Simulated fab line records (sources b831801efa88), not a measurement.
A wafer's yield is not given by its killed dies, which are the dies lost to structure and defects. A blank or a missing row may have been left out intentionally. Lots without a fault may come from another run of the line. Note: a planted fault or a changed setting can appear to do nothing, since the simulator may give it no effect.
fab line records | flow gf180mcu | part 2 of 2: steps 28 to 37 of 37
record: lots: 5 | wafers: 15 | last-day: 32
route steps=602 shown STI@9 DNWELL@32 NWELL@42
lots untouched by any fault: they come from a run of this same line in which no faults occurred
start-h: hours from the record's first day to the start of the lot's first wafer shown | wait-h: hours elapsed since this lot's preceding step | " the same as in the row above | L1.1+2: a single row standing in for several wafers | - no value, or no start given | * or withheld: withheld | < > ~ a bound
route shown NAME@n: names a module that has steps shown in the file, with the first one's number in the route | usual: the fault-free wafers' mean and standard deviation | same: alike in all rows | chamber/n: place in a boat | sites: each site's reading | _std_site: standard deviation of those values | _edge_site: the outer-site mean with the inner-site mean subtracted | radius-mm: how far each site lies from the wafer's centre | mask NAME#n: copy n | behind: the tool/chamber that last shaped the wafer | hold: reason for holding the lot/hours on hold/outcome of the hold | device: the transistor (n, p or np) that didn't switch | end of line: at the end of the route, the tests of the same wafers | a step given without rows: its recipe and nothing more | killed: count of dies lost to structure and defects at first sort (not the wafer's yield) | map: the dies of a wafer, with x for killed, . for not killed, _ for no die there
set.NAME: the run value of the setting; set.NAME@STEP: its run value at that earlier step | model.NAME: the simulator's own value behind a step, which no gauge read
lots at selected steps of the route; one table per step, one row per wafer
services: the hour from which a tool's chamber was out of use, counted from the record's first day as start-h (under 0 if before that day), plus the number of hours and why
== steps ==
step: GF_DNWELL_EXPOSE_04
recipe: mask-id: DNWELL | target-cd-nm: 1700 | na: 0.6 | source-shape: conventional | sigma-outer: 0.6 | dose-mj: 260
usual: exposure-dose-mJ-cm2: 260.02/0.25
lot.wafer | tool             | chamber | start-h | wait-h | mask     | exposure-dose-mJ-cm2
L074.2    | iline-stepper-02 | 0       | -       | -      | DNWELL#0 | 260.03
L074.3    | "                | 0       | "       | "      | DNWELL#0 | 260.24
L074.5    | "                | 0       | "       | "      | DNWELL#0 | 260.11
L076.2    | iline-stepper-01 | 0       | -       | -      | DNWELL#0 | 259.82
L076.3    | "                | 0       | "       | "      | DNWELL#0 | 260.10
L076.4    | "                | 0       | "       | "      | DNWELL#0 | 259.66
L084.2    | iline-stepper-01 | 0       | -       | -      | DNWELL#0 | 260.39
L084.5    | "                | 0       | "       | "      | DNWELL#0 | 260.50
L084.6    | "                | 0       | "       | "      | DNWELL#0 | 260.56
L086.3    | iline-stepper-01 | 0       | -       | -      | DNWELL#0 | 259.77
L086.4    | "                | 0       | "       | "      | DNWELL#0 | 259.65
L086.6    | "                | 0       | "       | "      | DNWELL#0 | 259.74
L089.2    | iline-stepper-01 | 0       | -       | -      | DNWELL#0 | 260.21
L089.3    | "                | 0       | "       | "      | DNWELL#0 | 260.20
L089.6    | "                | 0       | "       | "      | DNWELL#0 | 259.82
step: GF_DNWELL_PEB_05
recipe: temp-c: 115 | time-s: withheld
usual: heater-power-total-W: 69.33/0.13
lot.wafer | tool           | chamber | start-h | wait-h | heater-power-total-W
L074.2    | litho-track-04 | 0       | -       | -      | 69.42
L074.3    | "              | 0       | "       | "      | 69.11
L074.5    | "              | 0       | "       | "      | 69.37
L076.2    | litho-track-02 | 0       | -       | -      | 69.48
L076.3    | "              | 0       | "       | "      | 69.51
L076.4    | "              | 0       | "       | "      | 69.28
L084.2    | litho-track-03 | 0       | -       | -      | 69.42
L084.5    | "              | 0       | "       | "      | 69.49
L084.6    | "              | 0       | "       | "      | 69.48
L086.3    | litho-track-03 | 0       | -       | -      | 69.34
L086.4    | "              | 0       | "       | "      | 69.19
L086.6    | "              | 0       | "       | "      | 69.32
L089.2    | litho-track-03 | 0       | -       | -      | 69.32
L089.3    | "              | 0       | "       | "      | 69.45
L089.6    | "              | 0       | "       | "      | 69.24
step: GF_DNWELL_DEVELOP_06
recipe: wall-angle-deg: 90 | develop-time-s: 60 | dev-temp-c: 23
lot.wafer  | tool           | chamber | start-h | wait-h
L074.2+3+5 | litho-track-04 | 0       | -       | -
L076.2+3+4 | litho-track-02 | 0       | -       | -
L084.2+5+6 | litho-track-03 | 0       | -       | -
L086.3+4+6 | litho-track-03 | 0       | -       | -
L089.2+3+6 | litho-track-03 | 0       | -       | -
step: GF_DNWELL_IMPLANT_07
recipe: species: P | energy-kev: 1500 | dose-cm2: 1e+13 | tilt-deg: 0
usual: beam-energy-keV: 1500.1/0.47 | end-station-pressure-torr: 5.04e-06/2.5e-07
lot.wafer | tool         | chamber | start-h | wait-h | beam-energy-keV | end-station-pressure-torr
L074.2    | implanter-01 | 0       | 44.40   | -      | 1500.2          | 4.91e-06
L074.3    | "            | 0       | "       | "      | 1500.7          | 5.1e-06
L074.5    | "            | 0       | "       | "      | 1499.7          | 5.06e-06
L076.2    | implanter-01 | 0       | 52.56   | -      | 1499.7          | 5.15e-06
L076.3    | "            | 0       | "       | "      | 1500.4          | 5.02e-06
L076.4    | "            | 0       | "       | "      | 1500.4          | 4.85e-06
L084.2    | implanter-02 | 0       | 95.19   | -      | 1500.3          | 5.01e-06
L084.5    | "            | 0       | "       | "      | 1500.1          | 4.8e-06
L084.6    | "            | 0       | "       | "      | 1499.8          | 5.15e-06
L086.3    | implanter-02 | 0       | 109.02  | -      | 1500.7          | 4.79e-06
L086.4    | "            | 0       | "       | "      | 1500.1          | 4.98e-06
L086.6    | "            | 0       | "       | "      | 1500.4          | 4.85e-06
L089.2    | implanter-02 | 0       | 128.84  | -      | 1499.3          | 4.63e-06
L089.3    | "            | 0       | "       | "      | 1499.8          | 5.44e-06
L089.6    | "            | 0       | "       | "      | 1499.7          | 4.83e-06
step: GF_DNWELL_STRIP_08
recipe: chemistry: O2/N2 | power-w: 1400 | pressure-mtorr: 1500 | platen-temp-c: 250 | o2-flow-sccm: 3000 | n2-flow-sccm: 300 | overash-fraction: 0.5
usual: drypump-motor-current-A: 5.5/0.4 | heater-power-w: 321/20 | oes-product-au: 0.722/0.0046 | platen-temp-c: 249.99/0.18 | strip-time-to-endpoint-s: 36.99/0.11
lot.wafer | tool            | chamber | start-h | wait-h | drypump-motor-current-A | heater-power-w | oes-product-au | platen-temp-c | rf-hours-counter-h | strip-time-to-endpoint-s
L074.2    | plasma-asher-04 | 0       | 44.53   | 0.1    | 5.5                     | 321            | 0.725          | 250.14        | 41                 | 36.75
L074.3    | "               | 1       | "       | "      | 5.8                     | 343            | 0.716          | 249.86        | -                  | 36.86
L074.5    | "               | 1       | "       | "      | 5.8                     | 337            | 0.720          | 249.93        | -                  | 36.81
L076.2    | plasma-asher-02 | 1       | 52.69   | 0.1    | 6.2                     | 306            | 0.724          | 250.11        | 42                 | 37.13
L076.3    | "               | 0       | "       | "      | 5.6                     | 349            | 0.710          | 249.90        | -                  | 37.14
L076.4    | "               | 1       | "       | "      | 6.1                     | 300            | 0.718          | 250.04        | -                  | 37.11
L084.2    | plasma-asher-04 | 0       | 95.32   | 0.1    | 5.5                     | 322            | 0.719          | 250.24        | 46                 | 36.85
L084.5    | "               | 0       | "       | "      | 5.5                     | 318            | 0.726          | 250.14        | -                  | 36.98
L084.6    | "               | 1       | "       | "      | 5.8                     | 340            | 0.728          | 249.93        | -                  | 36.92
L086.3    | plasma-asher-02 | 1       | 109.17  | 0.1    | 6.1                     | 292            | 0.717          | 250.02        | -                  | 37.16
L086.4    | "               | 0       | "       | "      | 5.6                     | 362            | 0.724          | 250.04        | -                  | 36.87
L086.6    | "               | 1       | "       | "      | 6.2                     | 301            | 0.730          | 249.92        | -                  | 36.97
L089.2    | plasma-asher-02 | 0       | 128.97  | 0.1    | 5.6                     | 354            | 0.711          | 249.96        | 50                 | 36.88
L089.3    | "               | 1       | "       | "      | 6.1                     | 304            | 0.727          | 250.18        | -                  | 36.93
L089.6    | "               | 0       | "       | "      | 5.6                     | 359            | 0.724          | 250.04        | -                  | 36.92
step: GF_DNWELL_TW_MEAS_09
usual: DNWELL_TW: 1366/15
lot.wafer | tool          | chamber | start-h | wait-h | DNWELL_TW
L074.2    | film-metro-01 | -       | 44.64   | 0.1    | 1380
L074.3    | "             | -       | "       | "      | 1385
L074.5    | "             | -       | "       | "      | 1381
L076.2    | film-metro-04 | -       | 52.80   | 0.1    | 1357
L076.3    | "             | -       | "       | "      | 1354
L076.4    | "             | -       | "       | "      | 1356
L084.2    | film-metro-04 | -       | 95.43   | 0.1    | 1356
L084.5    | "             | -       | "       | "      | 1358
L084.6    | "             | -       | "       | "      | 1358
L086.3    | film-metro-01 | -       | 109.25  | 0.1    | 1378
L086.4    | "             | -       | "       | "      | 1375
L086.6    | "             | -       | "       | "      | 1377
L089.2    | film-metro-04 | -       | 129.08  | 0.1    | 1356
L089.3    | "             | -       | "       | "      | 1357
L089.6    | "             | -       | "       | "      | 1349
step: GF_NWELL_DEHYDRATE_00
recipe: temp-c: 200 | time-s: 60
usual: heater-power-total-W: 160.38/0.13
lot.wafer | tool           | chamber | start-h | wait-h | heater-power-total-W
L074.2    | litho-track-03 | 0       | 50.74   | 6.1    | 160.36
L074.3    | "              | 0       | "       | "      | 160.51
L074.5    | "              | 0       | "       | "      | 160.43
L076.2    | litho-track-03 | 0       | 58.14   | 5.3    | 160.39
L076.3    | "              | 0       | "       | "      | 160.30
L076.4    | "              | 0       | "       | "      | 160.43
L084.2    | litho-track-01 | 0       | 101.56  | 6.1    | 160.33
L084.5    | "              | 0       | "       | "      | 160.59
L084.6    | "              | 0       | "       | "      | 160.47
L086.3    | litho-track-02 | 0       | 114.78  | 5.5    | 160.55
L086.4    | "              | 0       | "       | "      | 160.26
L086.6    | "              | 0       | "       | "      | 160.37
L089.2    | litho-track-01 | 0       | 135.46  | 6.4    | 160.39
L089.3    | "              | 0       | "       | "      | 160.37
L089.6    | "              | 0       | "       | "      | 160.59
step: GF_NWELL_HMDS_01
recipe: prime-time-s: 60 | prime-temp-c: 120
lot.wafer  | tool           | chamber | start-h | wait-h
L074.2+3+5 | litho-track-03 | 0       | 50.89   | 0.1
L076.2+3+4 | litho-track-03 | 0       | 58.29   | 0.1
L084.2+5+6 | litho-track-01 | 0       | 101.71  | 0.1
L086.3+4+6 | litho-track-02 | 0       | 114.93  | 0.1
L089.2+3+6 | litho-track-01 | 0       | 135.61  | 0.1
step: GF_NWELL_COAT_02
recipe: spin-rpm: 2000 | resist-thk-nm: 3000
lot.wafer  | tool           | chamber | start-h | wait-h
L074.2+3+5 | litho-track-03 | 0       | 51.04   | 0.1
L076.2+3+4 | litho-track-03 | 0       | 58.44   | 0.1
L084.2+5+6 | litho-track-01 | 0       | 101.86  | 0.1
L086.3+4+6 | litho-track-02 | 0       | 115.08  | 0.1
L089.2+3+6 | litho-track-01 | 0       | 135.76  | 0.1
step: GF_NWELL_SOFTBAKE_03
recipe: temp-c: 110 | time-s: withheld
usual: heater-power-total-W: 65.32/0.14
lot.wafer | tool           | chamber | start-h | wait-h | heater-power-total-W
L074.2    | litho-track-03 | 0       | 51.20   | 0.1    | 65.45
L074.3    | "              | 0       | "       | "      | 65.25
L074.5    | "              | 0       | "       | "      | 65.44
L076.2    | litho-track-03 | 0       | 58.60   | 0.1    | 65.26
L076.3    | "              | 0       | "       | "      | 65.38
L076.4    | "              | 0       | "       | "      | 65.37
L084.2    | litho-track-01 | 0       | 102.02  | 0.1    | 65.19
L084.5    | "              | 0       | "       | "      | 65.31
L084.6    | "              | 0       | "       | "      | 65.16
L086.3    | litho-track-02 | 0       | 115.25  | 0.1    | 65.42
L086.4    | "              | 0       | "       | "      | 65.49
L086.6    | "              | 0       | "       | "      | 65.28
L089.2    | litho-track-01 | 0       | 135.92  | 0.1    | 65.41
L089.3    | "              | 0       | "       | "      | 65.28
L089.6    | "              | 0       | "       | "      | 65.30
== services ==
tool             | chamber | start-h | hours | kind
iline-stepper-01 | -       | 2.33    | 8.9   | pm
plasma-asher-01  | -       | 2.93    | 2.4   | repair
rie-si-01        | 3       | 3.24    | 4.7   | repair
rie-diel-01      | 2       | 4.31    | 5.4   | repair
krf-scanner-01   | -       | 8.21    | 0.8   | pm
iline-stepper-01 | -       | 11.22   | 1.7   | pm
furnace-02       | -       | 19.71   | 5.3   | pm
furnace-02       | -       | 25.04   | 3.1   | pm
wet-bench-02     | -       | 37.80   | 1.9   | pm
implanter-02     | -       | 40.48   | 0.5   | repair
implanter-02     | -       | 42.71   | 6.9   | pm
iline-stepper-01 | -       | 58.28   | 5.4   | repair
krf-scanner-01   | -       | 62.61   | 1.3   | pm
cmp-01           | -       | 64.00   | 4.0   | pm
rie-diel-01      | 3       | 72.35   | 6.3   | repair
rie-si-01        | -       | 73.81   | 0.3   | repair
rie-si-02        | 0       | 76.93   | 7.7   | repair
plasma-asher-03  | -       | 78.43   | 0.8   | repair
rie-diel-01      | 2       | 78.47   | 5.3   | repair
krf-scanner-01   | -       | 82.52   | 1.0   | pm
cmp-01           | -       | 95.28   | 1.2   | repair
plasma-asher-04  | -       | 108.75  | 9.0   | pm
plasma-asher-03  | -       | 112.84  | 2.8   | pm
rie-diel-01      | 0       | 130.64  | 7.8   | repair
